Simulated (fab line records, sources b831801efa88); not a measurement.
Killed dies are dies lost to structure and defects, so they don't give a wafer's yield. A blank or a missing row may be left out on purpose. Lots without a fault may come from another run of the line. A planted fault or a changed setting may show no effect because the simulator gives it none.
fab line records | flow sky130
record lots=6 wafers=18 last_day=50
route steps=708 shown METAL1@441 PAD_OPEN@708
lots that met no fault: from a run of the same line without faults
start_h: hours from the record's first day to the start of the lot's first wafer shown | wait_h: hours since the lot's step before | " the same as in the row above | L1.1+2: a row that stands for several wafers | - no value, or no start given | * or withheld: withheld | < > ~ a bound
route shown NAME@n: a module of which the file shows steps, and the number in the route of the first | usual: mean/standard deviation of fault-free wafers | same: alike in all rows | chamber/n: place in a boat | sites: the reading at each site | _std_site: their standard deviation | _edge_site: outer sites' mean less inner sites' | radius_mm: how far each site lies from the wafer's centre | mask NAME#n: copy n | behind: the tool/chamber that last shaped the wafer | hold: why the lot was held/for how many hours/how that ended | device: the transistor (n, p or np) that didn't switch | end of line: the same wafers' tests at the end of the route | a step without rows: its recipe alone | killed: dies lost to structure and defects at the first sort, not the wafer's yield | map: a wafer's dies, x killed, . not, _ none there
set.NAME: the setting as run; set.NAME@STEP: as run at that earlier step | model.NAME: the simulator's own value behind a step, which no gauge read
lots at some steps of the route; a table a step, a row a wafer
services: from which hour (start_h, from the record's first day; less than 0 if before it) a tool's chamber was out of use, for how many hours, and why
## steps
# step SKY_METAL1_DEHYDRATE_07
# recipe temp_c=200 time_s=60
# step SKY_METAL1_HMDS_08
# recipe prime_time_s=60 prime_temp_c=120
# step SKY_METAL1_COAT_09
# recipe resist=BARC temp_c=withheld time_s=withheld spin_rpm=3000 resist_thk_nm=60
# step SKY_METAL1_COAT_10
# recipe resist=KrF-thick spin_rpm=3000 resist_thk_nm=450
# step SKY_METAL1_SOFTBAKE_11
# recipe temp_c=100 time_s=90 resist=KrF-thick
# step SKY_METAL1_EXPOSE_12
# recipe mask_id=MM1 na=0.8 source_shape=annular sigma_inner=0.55 sigma_outer=0.85 target_cd_nm=140 dose_mj=28
# step SKY_METAL1_PEB_13
# recipe peb_temp_c=withheld peb_time_s=withheld resist=KrF-thick
# step SKY_METAL1_DEVELOP_14
# recipe develop_time_s=60 resist=KrF-thick dev_temp_c=21
# step SKY_METAL1_CD_MEAS_15
# recipe target_cd_nm=140
# usual cd_nm=139.7/1.7
# columns lot.wafer tool chamber start_h wait_h cd_nm
L201.2 cd_sem-02 - 776.86 - 141.1
L201.5 " - " " 140.2
L201.6 " - " " 140.5
L204.2 cd_sem-01 - 791.21 - 139.9
L204.3 " - " " 139.8
L204.4 " - " " 140.5
L210.2 cd_sem-01 - 843.06 - 139.9
L210.5 " - " " 139.2
L210.6 " - " " 140.1
L211.1 cd_sem-02 - 847.98 - 143.0
L211.4 " - " " 141.2
L211.6 " - " " 139.8
L216.1 cd_sem-02 - 892.49 - 140.0
L216.3 " - " " 140.1
L216.5 " - " " 140.6
L217.2 cd_sem-02 - 924.06 - 137.9
L217.3 " - " " 136.6
L217.4 " - " " 136.1
# step SKY_METAL1_OVL_MEAS_16
# usual METAL1_OVL=1/5.1
# columns lot.wafer tool chamber start_h wait_h METAL1_OVL[nm]
L201.2 overlay-02 - 776.96 0.1 5
L201.5 " - " " 3
L201.6 " - " " 13
L204.2 overlay-01 - 791.31 0.1 3
L204.3 " - " " 9
L204.4 " - " " -2
L210.2 overlay-02 - 843.16 0.1 1
L210.5 " - " " 1
L210.6 " - " " 7
L211.1 overlay-01 - 848.10 0.1 0
L211.4 " - " " 1
L211.6 " - " " 4
L216.1 overlay-02 - 892.61 0.1 8
L216.3 " - " " 4
L216.5 " - " " 6
L217.2 overlay-01 - 924.16 0.1 4
L217.3 " - " " -4
L217.4 " - " " -2
# step SKY_METAL1_DESCUM_17
# recipe chemistry=O2 source_power_w=150 bias_power_w=0 pressure_mtorr=10 temp_c=40 time_s=8
# usual drypump_motor_current_A=5.9/0.52 oes_product_au=1.000/0.0088
# columns lot.wafer tool chamber start_h wait_h drypump_motor_current_A oes_product_au rf_hours_counter_h
L201.2 rie_metal-03 1 776.99 0.0 5.5 1.000 5
L201.5 " 0 " " 6.1 1.003 -
L201.6 " 1 " " 5.5 0.998 -
L204.2 rie_metal-02 1 791.34 0.0 5.4 0.990 13
L204.3 " 0 " " 6.0 0.992 -
L204.4 " 1 " " 5.4 0.977 -
L210.2 rie_metal-02 1 843.19 0.0 5.4 0.990 15
L210.5 " 0 " " 5.9 1.006 -
L210.6 " 1 " " 5.4 0.985 -
L211.1 rie_metal-02 1 848.14 0.0 5.4 0.986 15
L211.4 " 0 " " 5.9 0.995 -
L211.6 " 1 " " 5.4 0.983 -
L216.1 rie_metal-03 0 892.64 0.0 6.1 0.996 11
L216.3 " 0 " " 6.1 0.995 -
L216.5 " 1 " " 5.6 0.984 -
L217.2 rie_metal-01 1 924.19 0.0 6.8 0.995 9
L217.3 " 0 " " 5.4 1.011 -
L217.4 " 1 " " 6.7 1.000 -
# step SKY_METAL1_ETCH_18
# recipe chemistry=N2/H2 target=BARC ion_energy_ev=200 bias_w=100 pressure_mtorr=30 n2_flow_sccm=100 h2_flow_sccm=200 icp_w=500 stop_on=SiO2 time_s=45.9 target_depth_a=600
# usual drypump_motor_current_A=5.9/0.52 oes_product_au=0.855/0.0048 throttle_valve_pct=13.224/0.0089
# columns lot.wafer tool chamber start_h wait_h drypump_motor_current_A oes_product_au rf_hours_counter_h throttle_valve_pct
L201.2 rie_metal-03 1 777.03 0.0 5.5 0.854 5 13.234
L201.5 " 0 " " 6.1 0.849 - 13.232
L201.6 " 1 " " 5.6 0.848 - 13.210
L204.2 rie_metal-02 1 791.38 0.0 5.4 0.857 13 13.212
L204.3 " 0 " " 6.0 0.849 - 13.213
L204.4 " 1 " " 5.4 0.858 - 13.223
L210.2 rie_metal-02 1 843.23 0.0 5.4 0.852 15 13.220
L210.5 " 0 " " 6.0 0.846 - 13.207
L210.6 " 1 " " 5.4 0.855 - 13.224
L211.1 rie_metal-02 1 848.17 0.0 5.4 0.853 15 13.228
L211.4 " 0 " " 5.9 0.861 - 13.217
L211.6 " 1 " " 5.4 0.859 - 13.230
L216.1 rie_metal-03 0 892.68 0.0 6.1 0.849 11 13.232
L216.3 " 0 " " 6.1 0.855 - 13.201
L216.5 " 1 " " 5.6 0.856 - 13.225
L217.2 rie_metal-01 1 924.23 0.0 6.8 0.846 9 13.230
L217.3 " 0 " " 5.4 0.866 - 13.218
L217.4 " 1 " " 6.7 0.856 - 13.225
# step SKY_METAL1_METAL_ETCH_19
# recipe target_depth_a=3600 stop_on=SiO2 over_etch_frac=0.3 time_s=78 chemistry=Cl2/BCl3 resist_sidewall_deg=88 pressure_mtorr=10 icp_w=900 bias_w=48.5 Cl2_flow_sccm=60 bcl3_flow_sccm=30
# usual drypump_motor_current_A=5.9/0.52 oes_product_au=0.852/0.0062 throttle_valve_pct=22.265/0.0091
# columns lot.wafer tool chamber start_h wait_h drypump_motor_current_A oes_product_au rf_hours_counter_h throttle_valve_pct model.KrF-thick_of_METAL1_COAT_10.thk_nm model.etch.depth_nm model.METAL1.feature_depth_nm
L201.2 rie_metal-03 1 777.09 0.0 5.5 0.850 5 22.275 160.4 357.3 357.3
L201.5 " 0 " " 6.1 0.847 - 22.268 157.9 358.5 358.5
L201.6 " 1 " " 5.6 0.852 - 22.257 160.1 356.6 356.6
L204.2 rie_metal-02 1 791.44 0.0 5.4 0.846 13 22.276 167.8 358.5 358.5
L204.3 " 0 " " 6.0 0.838 - 22.274 160.7 356 356
L204.4 " 1 " " 5.4 0.852 - 22.260 164 355.4 355.4
L210.2 rie_metal-02 1 843.29 0.0 5.4 0.845 15 22.263 162.7 356.5 356.5
L210.5 " 0 " " 6.0 0.837 - 22.278 221.7 340.2 340.2
L210.6 " 1 " " 5.4 0.844 - 22.264 164.5 353.3 353.3
L211.1 rie_metal-02 1 848.24 0.0 5.4 0.855 15 22.244 162.4 356.7 356.7
L211.4 " 0 " " 6.0 0.835 - 22.251 221.8 341.6 341.6
L211.6 " 1 " " 5.4 0.853 - 22.278 161.9 357.1 357.1
L216.1 rie_metal-03 0 892.74 0.0 6.1 0.853 11 22.260 160.8 357.2 357.2
L216.3 " 0 " " 6.1 0.856 - 22.268 157.2 360.1 360.1
L216.5 " 1 " " 5.6 0.853 - 22.263 162.3 358.8 358.8
L217.2 rie_metal-01 1 924.29 0.0 6.7 0.863 9 22.252 157.1 366.6 366.6
L217.3 " 0 " " 5.4 0.862 - 22.271 150.8 367.3 367.3
L217.4 " 1 " " 6.7 0.839 - 22.271 159.4 353.2 353.2
# step SKY_METAL1_STRIP_20
# recipe chemistry=O2/N2 power_w=1400 pressure_mtorr=1500 platen_temp_c=withheld o2_flow_sccm=3000 n2_flow_sccm=300 overash_fraction=0.5
# usual drypump_motor_current_A=5.9/0.39 oes_product_au=0.343/0.0047 strip_time_to_endpoint_s=2.70/0.037
# columns lot.wafer tool chamber start_h wait_h drypump_motor_current_A oes_product_au rf_hours_counter_h strip_time_to_endpoint_s
L201.2 plasma_asher-03 0 777.18 0.1 5.3 0.342 37 2.70
L201.5 " 1 " " 5.7 0.343 - 2.69
L201.6 " 0 " " 5.3 0.341 - 2.70
L204.2 plasma_asher-04 1 791.53 0.1 6.1 0.352 99 2.80
L204.3 " 1 " " 6.1 0.342 - 2.72
L204.4 " 0 " " 5.8 0.349 - 2.76
L210.2 plasma_asher-01 1 843.38 0.1 6.6 0.349 9 2.74
L210.5 " 0 " " 5.7 0.367 - 3.38
L210.6 " 1 " " 6.6 0.338 - 2.77
L211.1 plasma_asher-01 0 848.33 0.1 5.7 0.346 11 2.74
L211.4 " 0 " " 5.7 0.372 - 3.38
L211.6 " 1 " " 6.6 0.341 - 2.74
L216.1 plasma_asher-01 0 892.83 0.1 5.8 0.343 15 2.72
L216.3 " 1 " " 6.5 0.342 - 2.68
L216.5 " 0 " " 5.8 0.351 - 2.73
L217.2 plasma_asher-04 1 924.38 0.1 6.1 0.350 112 2.68
L217.3 " 0 " " 5.7 0.342 - 2.61
L217.4 " 1 " " 6.1 0.348 - 2.71
# step SKY_METAL1_STRIP_21
# recipe chemistry=post_etch_residue_remover time_s=1200 temp_c=72.5
# step SKY_PAD_OPEN_PROBE_99
# usual defect_limited_yield=83.0/1.9 killed_at_M0_to_M3=43/6.9 killed_at_M4_up=3.1/1.9 killed_at_contacts=24/5.4 killed_at_front_end=14/4.3 killed_at_other=0.3/0.53 killed_dies=84/9.5 killed_on_rim=16/4.1 killed_open=46/6.8 killed_short=38/6 sort_bin_3_pad_short=0.9/0.46 sort_bin_5_function=10.0/1.4 sort_bin_6_memory=6.1/1.1 sort_n_pass=408/9.5 sort_yield_pct=83.0/1.9
# same gross_dies=492 killed_at_back_side=0 sort_bin_4_leakage[%]=0 sort_bin_8_speed[%]=0
# columns lot.wafer tool chamber start_h wait_h defect_limited_yield[%] killed_at_M0_to_M3 killed_at_M4_up killed_at_contacts killed_at_front_end killed_at_other killed_dies killed_on_rim killed_open killed_short sort_bin_3_pad_short[%] sort_bin_5_function[%] sort_bin_6_memory[%] sort_n_pass sort_yield_pct[%]
L201.2 prober-01 - 1081.95 0.1 77.0 65 3 34 11 0 113 23 62 48 2.2 13.4 7.3 379 77.0
L201.5 prober-01 - 1082.10 0.2 80.7 52 5 18 20 0 95 18 56 39 0.2 11.0 8.1 397 80.7
L201.6 prober-01 - 1082.15 0.2 79.9 47 4 28 20 0 99 18 53 46 1.0 10.8 8.3 393 79.9
L204.2 prober-01 - 1099.35 0.1 79.9 46 4 31 18 0 99 24 50 48 2.0 11.2 6.9 393 79.9
L204.3 prober-01 - 1099.40 0.2 85.4 35 0 21 15 1 72 18 43 29 0.4 8.7 5.5 420 85.4
L204.4 prober-01 - 1099.45 0.2 84.1 46 2 19 11 0 78 13 50 28 1.4 8.5 5.9 414 84.1
L210.5 prober-02 - 1134.10 0.2 4.7 422 5 28 13 1 469 96 48 38 0.6 90.4 4.3 23 4.7
L211.1 prober-01 - 1140.81 0.1 82.3 41 2 26 18 0 87 19 53 34 0.6 9.8 7.3 405 82.3
L211.4 prober-01 - 1140.96 0.2 1.8 450 1 17 15 0 483 96 44 38 1.8 91.3 5.1 9 1.8
L211.6 prober-01 - 1141.06 0.2 82.3 47 3 24 13 0 87 12 44 43 1.2 10.4 6.1 405 82.3
L216.1 prober-02 - 1168.81 0.1 84.3 33 5 25 14 0 77 14 36 41 1.2 8.5 5.9 415 84.3
L216.3 prober-02 - 1168.91 0.2 84.1 40 3 23 12 0 78 11 50 28 0.6 10.4 4.9 414 84.1
L216.5 prober-02 - 1169.01 0.2 84.8 42 1 26 6 0 75 11 50 25 1.4 8.1 5.7 417 84.8
# killed by level:class
L201.2 VIA1:geometric_particle:open=21 CONTACT:geometric_particle:open=14 VIA1:geometric_particle:short=11 LI_CONTACT:geometric_particle:open=9 METAL1:geometric_particle:short=8 VIA2:geometric_particle:open=6 METAL2:geometric_particle:short=5 POLY_GATE:geometric_particle:open=4
L201.5 VIA1:geometric_particle:open=14 VIA3:geometric_particle:open=10 CONTACT:geometric_particle:open=8 VIA1:geometric_particle:short=6 POLY_GATE:geometric_particle:short=6 POLY_GATE:geometric_particle:open=5 FIELD_ISO:geometric_particle:open=4 METAL3:geometric_particle:short=4
L201.6 VIA1:geometric_particle:open=13 CONTACT:geometric_particle:open=11 POLY_GATE:geometric_particle:open=8 METAL1:geometric_particle:short=7 METAL2:geometric_particle:short=7 LI_CONTACT:geometric_particle:open=6 LOCAL_INTERCONNECT:geometric_particle:short=5 CONTACT:geometric_particle:short=5
L204.2 VIA1:geometric_particle:open=12 LI_CONTACT:geometric_particle:open=8 LOCAL_INTERCONNECT:geometric_particle:short=7 CONTACT:geometric_particle:short=7 CONTACT:geometric_particle:open=7 METAL2:geometric_particle:short=7 METAL1:geometric_particle:short=5 VIA3:geometric_particle:open=5
L204.3 VIA1:geometric_particle:open=9 LI_CONTACT:geometric_particle:open=7 CONTACT:geometric_particle:open=7 VIA3:geometric_particle:open=6 LOCAL_INTERCONNECT:geometric_particle:short=5 METAL2:geometric_particle:short=5 POLY_GATE:geometric_particle:open=4 POLY_GATE:geometric_particle:short=3
L204.4 VIA1:geometric_particle:open=11 VIA2:geometric_particle:open=11 CONTACT:geometric_particle:open=7 METAL1:geometric_particle:short=7 LI_CONTACT:geometric_particle:open=6 VIA3:geometric_particle:open=5 FIELD_ISO:geometric_particle:short=3 FIELD_ISO:geometric_particle:open=3
L210.5 METAL1:area_etch=383 LI_CONTACT:geometric_particle:open=11 VIA1:geometric_particle:open=11 CONTACT:geometric_particle:open=7 POLY_GATE:geometric_particle:open=6 LI_CONTACT:geometric_particle:short=6 METAL2:geometric_particle:short=6 VIA2:geometric_particle:short=4
L211.1 VIA1:geometric_particle:open=17 CONTACT:geometric_particle:open=13 FIELD_ISO:geometric_particle:short=5 LI_CONTACT:geometric_particle:open=5 VIA1:geometric_particle:short=5 VIA3:geometric_particle:open=5 FIELD_ISO:geometric_particle:open=4 LOCAL_INTERCONNECT:geometric_particle:short=4
L211.4 METAL1:area_etch=401 VIA1:geometric_particle:open=15 METAL2:geometric_particle:short=8 CONTACT:geometric_particle:open=7 CONTACT:geometric_particle:short=5 VIA2:geometric_particle:open=5 VIA2:geometric_particle:short=5 VIA3:geometric_particle:open=4
L211.6 VIA1:geometric_particle:open=12 LI_CONTACT:geometric_particle:open=11 METAL1:geometric_particle:short=8 VIA2:geometric_particle:open=7 POLY_GATE:geometric_particle:short=5 VIA2:geometric_particle:short=5 CONTACT:geometric_particle:short=4 VIA1:geometric_particle:short=4
L216.1 CONTACT:geometric_particle:open=9 LI_CONTACT:geometric_particle:open=7 POLY_GATE:geometric_particle:short=6 VIA1:geometric_particle:open=6 VIA2:geometric_particle:short=6 METAL1:geometric_particle:short=5 VIA2:geometric_particle:open=5 LOCAL_INTERCONNECT:geometric_particle:short=4
L216.3 VIA1:geometric_particle:open=14 CONTACT:geometric_particle:open=10 FIELD_ISO:geometric_particle:open=7 VIA2:geometric_particle:open=6 LI_CONTACT:geometric_particle:short=5 LI_CONTACT:geometric_particle:open=4 VIA3:geometric_particle:open=4 FIELD_ISO:geometric_particle:short=3
L216.5 VIA1:geometric_particle:open=16 LI_CONTACT:geometric_particle:open=8 CONTACT:geometric_particle:open=8 VIA3:geometric_particle:open=6 VIA2:geometric_particle:open=6 CONTACT:geometric_particle:short=4 LI_CONTACT:geometric_particle:short=3 METAL1:geometric_particle:short=3
# map L210.5 (x killed, . not)
__________xxxxxxxxxx_________
________xxxxxxxxxxxxxx_______
______xxxxxxxxxxxxx..xxx_____
_____xxxxxxxxxxxxxx.x.xxx____
____xxxxxxxx.xxxxx.xx.xxxx___
___xxxxxxxx..xx..xxxx..xxxx__
__xxxxxxxxxxxx.xx.x.xxxxxxxx_
_xxxxxxxxxxxx.xx.x.xxx.xxxxxx
_xxxxxxxxxxxx.xxxxx.xxxxxxxxx
_xxxxxxxxxxxxxxxxxxxxxxxxxxxx
_xxxxxxxxxxxxxxxxxxxxxxxxxxxx
_xxxxxxx.xxxxxxxxxxxxxxxxxxxx
_xxxxxxxxxxxxxxxxxxxxxxxxxxxx
_xxxxxxxxxxxxxxxxxxxxxxxxxxxx
_xxxxxxxxxxxxxxxxxxxxxxxxxxxx
__xxxxxxxxxxxxxxxxxxxxxxxxxx_
___xxxxxxxxxxxxxxxxxxxxxxxx__
____xxxxxxxxxxxxxxxxxxxxxx___
_____xxxxxxxxxxxxxxxxxxxx____
______xxxxxxxxxxxxxxxxxx_____
________xxxxxxxxxxxxxx_______
__________xxxxxxxxxx_________
# map L211.4 (x killed, . not)
__________xxxxxxxxxx_________
________xxxxxxxxxxxxxx_______
______xxxxxxxxxxxxxxxxxx_____
_____xxxxxxxxxxxxxxxxxxxx____
____xxxxxxxxxx.xxxxxxxxxxx___
___xxxxxxxxxxxxxxxxxxxx.xxx__
__xxxxxxxxxxxxxxxxxx.xxxxxxx_
_xxxxxxxxxxxxxxx.xxxxxxxxxxxx
_xxxxx.xxxx..xxxxxxxxxxxxxxxx
_xxxxxxxxxxxxxxxxxxxxxxxxxxxx
_xxxxxxx.xxxxxxxxxxxxxxxxxxxx
_xxxxxxxx.xxxxxxxxxxxxxxxxxxx
_xxxxxxxxxxxxxxxxxxxxxxxxxxxx
_xxxxxxxxxxxxxxxxxxxxxxxxxxxx
_xxxxxxxxxxxxxxxxxxxxxxxxxxxx
__xxxxxxxxxxxxxxxxxxxxxxxxxx_
___xxxxxxxxxxxxxxxxxxxxxxxx__
____xxxxxxxxxxxxxxxxxxxxxx___
_____xxxxxxxxxxxxxxxxxxxx____
______xxxxxxxxxxxxxxxxxx_____
________xxxxxxxxxxxxxx_______
__________xxxxxxxxxx_________
## services
# columns tool chamber start_h hours kind
plasma_asher-04 - 753.21 0.8 repair
plasma_asher-03 - 801.79 5.6 repair
rie_metal-02 - 805.05 1.4 pm
rie_metal-03 - 843.08 1.7 repair
rie_metal-01 1 843.88 13.7 repair
plasma_asher-03 - 854.29 2.8 pm
rie_metal-02 1 903.32 - clean
rie_metal-02 1 903.32 13.6 scheduled_down
rie_metal-02 1 903.32 13.6 vent_cycle
plasma_asher-01 - 912.98 1.5 repair
## key
first_sign step=SKY_METAL1_METAL_ETCH_19 reading=oes_product_au direction=down sigmas=2.6 usual=0.852 struck=0.836
effect step=SKY_METAL1_STRIP_20 reading=strip_time_to_endpoint_s direction=up sigmas=18 usual=* struck=*
effect step=SKY_PAD_OPEN_PROBE_99 reading=sort_bin_5_function direction=up sigmas=59 usual=10.0 struck=90.9
model_effect step=SKY_METAL1_METAL_ETCH_19 value=KrF-thick_of_METAL1_COAT_10.thk_nm without=156 struck=221.7
more_kills_born_at SKY_METAL1_METAL_ETCH_19@rie_metal-02=784
met_at SKY_METAL1_METAL_ETCH_19
struck_wafers L210.5,L211.4
later_rows_left_out L210.5,L211.4
onset_between 791.44 843.29
fault kind=process_parameter_drift tool=rie_metal-02 chamber=0 onset_h=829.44 steps=SKY_METAL1_METAL_ETCH_19 channel=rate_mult offset=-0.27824 shape=step end_h=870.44
# later_rows_left_out: the simulator's readings of these wafers behind a module that went badly wrong aren't trusted and aren't shown, but for the sort
